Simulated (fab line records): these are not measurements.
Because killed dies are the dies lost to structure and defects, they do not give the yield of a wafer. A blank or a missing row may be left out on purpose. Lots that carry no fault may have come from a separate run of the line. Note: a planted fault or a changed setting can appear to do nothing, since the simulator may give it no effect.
A lot that was struck, set against a sound lot + flow sky130 + 22 out of 708 route steps
Sound: these wafers, L213.1, L213.3, L213.4. Wafers struck: L228.1, L228.2, L228.5. The cause comes at the end.
At each step with rows: each side's tool, then ch and its chambers, then its first start. Under that, the readings that differ: sound wafers + struck wafers + difference of the means + sigmas: that difference in standard deviations of wafers without a fault.
alike: readings with means less than 2 such deviations apart, plus words and numbers identical on both sides. not compared: withheld readings, readings lacking a value on some wafer, bounds such as >300 that could conceal the same value, and numbers that have no deviation in the record and whose values overlap.
A row with sigmas, a row that says differs or no value, or rows on one side alone: a step with any of these is where the two part. Non-overlapping numbers with no deviation appear without sigmas and do not part them. Lack of a reading on every wafer of one side parts them only where that side has two or more wafers.

first, 5 steps without rows for these wafers: SKY_VT_ADJUST_LVTN_COAT_13 (resist thk 1140 nm); SKY_VT_ADJUST_LVTN_SOFTBAKE_14 (time 60 s); SKY_VT_ADJUST_LVTN_EXPOSE_15 (exposes mask HVN STD DERIVED, target cd 600 nm); SKY_VT_ADJUST_LVTN_PEB_16; SKY_VT_ADJUST_LVTN_DEVELOP_17 (develop time 60 s).
SKY_VT_ADJUST_LVTN_OVL_MEAS_18:
  sound: overlay-01 at day 8 17:53; struck: overlay-01 at day 13 05:38
  alike: VT_ADJUST_LVTN_01_OVL
next, for these wafers, 1 step has no rows: SKY_VT_ADJUST_LVTN_IMPLANT_19.
SKY_VT_ADJUST_LVTN_STRIP_20: strips in O2/N2.
  sound on plasma_asher-03 ch 0,1, day 8 18:04; struck on plasma_asher-01 ch 0,1, day 13 05:49
  alike: drypump_motor_current_A, oes_product_au, strip_time_to_endpoint_s
  not compared: rf_hours_counter_h
SKY_VT_ADJUST_LVTN_TW_MEAS_21:
  sound: film_metro-03 at day 8 18:10; struck: film_metro-01 at day 13 05:55
  alike: VT_ADJUST_LVTN_2_TW
then, 3 steps without rows for these wafers: SKY_VT_ADJUST_NCORE_DEHYDRATE_00 (time 60 s); SKY_VT_ADJUST_NCORE_HMDS_01 (prime time 60 s); SKY_VT_ADJUST_NCORE_COAT_02 (resist thk 1140 nm).
SKY_VT_ADJUST_NCORE_SOFTBAKE_03: time 60 s.
  sound on litho_track-02 ch 0, day 9 04:38; struck on litho_track-01 ch 0, day 13 18:08
| reading                                              | sound             | struck            | difference | sigmas |
|------------------------------------------------------|-------------------|-------------------|------------|--------|
| heater_power_total_W (W)                             | 56.60 56.52 56.54 | 59.27 59.31 59.35 | +2.76      | +60    |
| plate_temp_C (C)                                     | 89.85 89.94 90.13 | 93.20 93.36 93.24 | +3.29      | +30    |
| model.NOVOLAK_of_VT_ADJUST_NCORE_COAT_02.thk_nm (nm) | 1141 1141 1137    | 1131 1132 1128    | -9         |        |
then, 2 steps without rows for these wafers: SKY_VT_ADJUST_NCORE_EXPOSE_04 (exposes mask LVTN COMPLEMENT THIN, target cd 380 nm); SKY_VT_ADJUST_NCORE_PEB_05.
SKY_VT_ADJUST_NCORE_DEVELOP_06: develop time 60 s.
  sound on litho_track-03 ch 0, day 9 14:41; struck on litho_track-03 ch 0, day 14 07:35
| reading                                              | sound          | struck         | difference | sigmas |
|------------------------------------------------------|----------------|----------------|------------|--------|
| model.NOVOLAK_of_VT_ADJUST_NCORE_COAT_02.thk_nm (nm) | 1140 1140 1137 | 1131 1131 1128 | -9         |        |
SKY_VT_ADJUST_NCORE_CD_MEAS_07: target cd 380 nm.
  sound: cd_sem-01 at day 9 14:50; struck: cd_sem-01 at day 14 07:44
  alike: cd_nm
SKY_VT_ADJUST_NCORE_OVL_MEAS_08:
  sound: overlay-02 at day 9 14:58; struck: overlay-01 at day 14 07:52
  alike: VT_ADJUST_NCORE_OVL
next, for these wafers, 1 step has no rows: SKY_VT_ADJUST_NCORE_IMPLANT_09.
SKY_VT_ADJUST_NCORE_STRIP_10: strips in O2/N2.
  sound on plasma_asher-02 ch 0,1, day 9 15:08; struck on plasma_asher-01 ch 0,1, day 14 08:02
| reading                      | sound             | struck            | difference | sigmas |
|------------------------------|-------------------|-------------------|------------|--------|
| oes_product_au (a.u.)        | 0.719 0.715 0.723 | 0.697 0.715 0.714 | -0.010     | -2     |
| strip_time_to_endpoint_s (s) | 14.17 14.18 14.15 | 14.05 14.09 14.03 | -0.11      | -3     |
  alike: drypump_motor_current_A
  not compared: rf_hours_counter_h
SKY_VT_ADJUST_NCORE_TW_MEAS_11:
  sound: film_metro-03 at day 9 15:14; struck: film_metro-04 at day 14 08:08
  alike: VT_ADJUST_NCORE_TW
-- a jump in the record: the struck wafers' starts before and after are 36 days apart (it breaks off in module VT_ADJUST_NCORE and resumes in module PAD_OPEN, where the first step shown is number 708 of the route) --
SKY_PAD_OPEN_PROBE_99:
  sound: prober-02 at day 47 05:01; struck: prober-02 at day 50 04:18
| reading         | sound | struck | difference | sigmas |
|-----------------|-------|--------|------------|--------|
| killed_at_other | 0 0 0 | 0 1 2  | +1         | +2     |
  alike: killed_at_M0_to_M3, killed_at_M4_up, killed_at_contacts, killed_at_front_end, killed_dies, killed_on_rim, killed_open, killed_short

== WHERE THEY PART ==
Last at SKY_PAD_OPEN_PROBE_99 as far as this record goes, first at SKY_VT_ADJUST_NCORE_SOFTBAKE_03.

WHY: what the simulator had put in
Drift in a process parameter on litho_track-01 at SKY_VT_ADJUST_NCORE_SOFTBAKE_03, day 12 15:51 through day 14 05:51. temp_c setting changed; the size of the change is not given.
